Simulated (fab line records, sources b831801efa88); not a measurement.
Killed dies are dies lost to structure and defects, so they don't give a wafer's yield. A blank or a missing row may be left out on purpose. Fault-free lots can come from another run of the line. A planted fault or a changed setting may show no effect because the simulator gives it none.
Which tool did it? | flow sky130 | 13 lots, 39 wafers sampled, at 4 steps of a route of 708

WHAT EACH GAUGE READ, for each wafer
SKY_NWELL_THK_MEAS_02. Usual: NWELL_OXIDATION_THK typically reads 9.98 nm, with standard deviation 0.2.
lot  | measured    | on            | NWELL_OXIDATION_THK (nm) | flag
L572 | day 2 11:59 | film_metro-02 | 9.94 9.86 9.74           |
L573 | day 2 17:08 | film_metro-03 | 9.98 10.08 9.88          |
L574 | day 2 22:59 | film_metro-03 | 9.84 10.03 9.91          |
L575 | day 3 04:29 | film_metro-02 | 10.06 9.82 9.82          |
L582 | day 4 15:51 | film_metro-02 | 10.26 10.30 10.20        |
L584 | day 5 01:25 | film_metro-02 | 10.02 10.18 9.99         |
L586 | day 5 16:28 | film_metro-02 | 10.31 10.41 10.52        |
L588 | day 6 00:26 | film_metro-02 | 10.16 10.06 9.84         |
L589 | day 6 03:20 | film_metro-02 | 10.04 10.04 9.83         |
L590 | day 6 08:29 | film_metro-03 | 9.99 10.29 10.20         |
L592 | day 6 20:40 | film_metro-04 | 10.05 9.95 9.92          |
L593 | day 7 00:02 | film_metro-02 | 10.01 10.07 10.05        |
L595 | day 7 13:23 | film_metro-03 | 10.05 10.18 10.12        |

SKY_VT_ADJUST_HVTP_CD_MEAS_07: the cd target is 380 nm. Usual: cd_nm reads 380.3 nm (standard deviation 2.9).
lot  | measured     | on        | cd_nm (nm)        | flag
L572 | day 6 01:03  | cd_sem-01 | 380.4 379.1 379.5 |
L573 | day 6 12:26  | cd_sem-01 | 384.3 385.7 384.9 |
L574 | day 6 13:57  | cd_sem-02 | 373.0 374.9 373.1 |
L575 | day 6 21:53  | cd_sem-02 | 382.9 379.6 380.0 |
L582 | day 8 17:50  | cd_sem-02 | 379.8 379.3 380.1 |
L584 | day 9 03:50  | cd_sem-01 | 381.0 383.9 381.6 |
L586 | day 9 20:51  | cd_sem-01 | 377.4 376.6 376.1 |
L588 | day 10 05:11 | cd_sem-01 | 381.8 381.5 380.4 |
L589 | day 10 11:35 | cd_sem-02 | 379.8 376.6 378.1 |
L590 | day 10 16:47 | cd_sem-02 | 378.2 379.1 378.6 |
L592 | day 11 05:01 | cd_sem-01 | 380.8 380.3 378.3 |
L593 | day 11 11:23 | cd_sem-02 | 383.6 383.4 378.5 |
L595 | day 12 03:33 | cd_sem-01 | 381.0 382.1 379.6 |

SKY_VT_ADJUST_HVTP_TW_MEAS_11. Usual: VT_ADJUST_HVTP_TW typically reads 1347, with standard deviation 8.1.
lot  | measured     | on            | VT_ADJUST_HVTP_TW | flag
L572 | day 6 01:27  | film_metro-03 | 1350 1353 1346    |
L573 | day 6 12:50  | film_metro-01 | 1346 1345 1347    |
L574 | day 6 14:21  | film_metro-01 | 1343 1348 1337    |
L575 | day 6 22:17  | film_metro-02 | 1346 1357 1349    |
L582 | day 8 18:14  | film_metro-01 | 1302 1294 1302    | OFF
L584 | day 9 04:14  | film_metro-01 | 1307 1305 1303    | OFF
L586 | day 9 21:15  | film_metro-03 | 1358 1352 1352    |
L588 | day 10 05:35 | film_metro-03 | 1350 1346 1344    |
L589 | day 10 11:59 | film_metro-03 | 1359 1350 1351    |
L590 | day 10 17:11 | film_metro-03 | 1349 1345 1355    |
L592 | day 11 05:25 | film_metro-03 | 1357 1356 1362    |
L593 | day 11 11:46 | film_metro-02 | 1337 1345 1341    |
L595 | day 12 03:56 | film_metro-03 | 1352 1355 1358    |

WHICH TOOL RAN EACH LOT (tool, then ch and the chambers of the sampled wafers, then the start)
lot  | SKY_VT_ADJUST_HVTP_IMPLANT_09
L572 | implanter-03 ch 0, day 6 01:13
L573 | implanter-04 ch 0, day 6 12:35
L574 | implanter-03 ch 0, day 6 14:07
L575 | implanter-04 ch 0, day 6 22:02
L582 | implanter-03 ch 0, day 8 17:59
L584 | implanter-03 ch 0, day 9 03:59
L586 | implanter-02 ch 0, day 9 21:01
L588 | implanter-02 ch 0, day 10 05:20
L589 | implanter-02 ch 0, day 10 11:44
L590 | implanter-02 ch 0, day 10 16:56
L592 | implanter-02 ch 0, day 11 05:11
L593 | implanter-02 ch 0, day 11 11:34
L595 | implanter-02 ch 0, day 12 03:43
- SKY_VT_ADJUST_HVTP_IMPLANT_09

AS READ BY THE TOOLS THEMSELVES (means over the sampled wafers that have a number; for cases with no such wafer, the mark the record gives instead)
SKY_VT_ADJUST_HVTP_IMPLANT_09. Usual: beam_energy_keV reads 150.01 (standard deviation 0.054).
lot  | tool         | beam_energy_keV | flag
L572 | implanter-03 | 150.04          |
L573 | implanter-04 | 150.01          |
L574 | implanter-03 | 149.99          |
L575 | implanter-04 | 150.03          |
L582 | implanter-03 | 137.55          | OFF
L584 | implanter-03 | 137.52          | OFF
L586 | implanter-02 | 149.98          |
L588 | implanter-02 | 149.99          |
L589 | implanter-02 | 149.99          |
L590 | implanter-02 | 149.98          |
L592 | implanter-02 | 149.95          |
L593 | implanter-02 | 149.95          |
L595 | implanter-02 | 150.01          |

THE ANSWER, worked out from the rows above alone
Rule: a lot counts as off when the mean over its wafers that have a number is more than 3 standard deviations away from the usual mean. Also off: a lot with no number at a reading for which 4 or more lots have one. Any other lot the step has rows for is counted as sound. The gauges are gone through in route order, then the tools' own readings, and for those a lot's mean is taken as printed above. At the first step where some lot is off, the reading lying furthest off is the one used; lots without a number count as furthest.
Off: L582, L584, seen at SKY_VT_ADJUST_HVTP_TW_MEAS_11 (VT_ADJUST_HVTP_TW).
If a tool, at a process step before that reading, ran all the lots that are off and no sound lot after the first of them, it fits. Not tried: the gauges at SKY_VT_ADJUST_HVTP_TW_MEAS_11; whatever is off there is also off at SKY_VT_ADJUST_HVTP_IMPLANT_09, on other tools, and gauge error can't account for it. One fits: implanter-03 at SKY_VT_ADJUST_HVTP_IMPLANT_09. A fault onset in the window from L574 (day 6 14:07, its last sound lot) to L582 (day 8 17:59, its first lot off) fits.
The tool's own readings at SKY_VT_ADJUST_HVTP_IMPLANT_09 bear it out: on the lots that are off they differ by more than 5 times the standard deviation of the sound lots' means. beam_energy_keV reads 137.54 there against 149.99 on the sound lots.

WHAT THE SIMULATOR PUT IN
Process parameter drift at SKY_VT_ADJUST_HVTP_IMPLANT_09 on implanter-03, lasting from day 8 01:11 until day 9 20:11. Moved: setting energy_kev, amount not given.
Struck lots among those shown: L582, L584. The rule above found the same.
